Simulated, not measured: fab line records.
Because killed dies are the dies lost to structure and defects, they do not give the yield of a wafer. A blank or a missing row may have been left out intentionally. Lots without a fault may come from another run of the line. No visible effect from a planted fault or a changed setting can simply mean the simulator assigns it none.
Which tool did it? | flow gf180mcu | Sampling: 6 lots, 18 wafers, 3 of 602 route steps

WHAT THE GAUGES SHOWED, per wafer
GF_PASSIVATION_THK_MEAS_03.
lot  | measured     | on            | PASSIVATION_CVD_02_THK (nm)
L779 | day 28 09:02 | film-metro-03 | 701 696 705
L784 | day 30 00:12 | film-metro-04 | 718 704 695
L787 | day 31 00:26 | film-metro-04 | 683 690 702
L791 | day 31 21:35 | film-metro-02 | 701 694 704
L795 | day 33 01:37 | film-metro-03 | 698 700 693
L800 | day 34 01:00 | film-metro-04 | 697 706 706

EACH LOT AND THE TOOL THAT RAN IT (in order: tool; ch and the chambers of the sampled wafers; start)
lot  | GF_V5_CMP_26                  | GF_TOP_METAL_SPUTTER_00
L779 | cmp-01 ch 0,2,3, day 27 11:28 | pvd-sputter-04, day 27 11:43
L784 | cmp-02 ch 0,1,3, day 29 03:46 | pvd-sputter-04, day 29 03:55
L787 | cmp-02 ch 2,3, day 30 04:29   | pvd-sputter-02, day 30 04:47
L791 | cmp-02 ch 0,2, day 31 02:55   | pvd-sputter-03, day 31 03:13
L795 | cmp-02 ch 0,1,3, day 32 07:36 | pvd-sputter-03, day 32 07:48
L800 | cmp-02 ch 0,1,2, day 33 07:56 | pvd-sputter-02, day 33 08:05
- GF_V5_CMP_26: polishes, stops on SiO2, t overpolish 15 s, target thk 0 nm.
- GF_TOP_METAL_SPUTTER_00: material Ti, target thk 37.5 nm, time 150 s.

THE ANSWER, worked out from the rows above alone
Rule: the usual values come from the lots themselves. Put in order of their means at a reading, lots are off if they are a third of the lots or fewer, leave a main group of 4 or more, and stand apart from it by a gap of 3 or more times the standard deviation of the main group's means; of several such gaps the widest counts. Not used: any main group whose means are identical at the precision the tables above print for the reading. Also off: a lot with no number at a reading for which 4 or more lots have one. Where the step has rows for the other lots, those lots are counted as sound.
No lot is off on any of the readings shown, so nothing can be concluded from this.

WHAT HAD BEEN PUT IN BY THE SIMULATOR
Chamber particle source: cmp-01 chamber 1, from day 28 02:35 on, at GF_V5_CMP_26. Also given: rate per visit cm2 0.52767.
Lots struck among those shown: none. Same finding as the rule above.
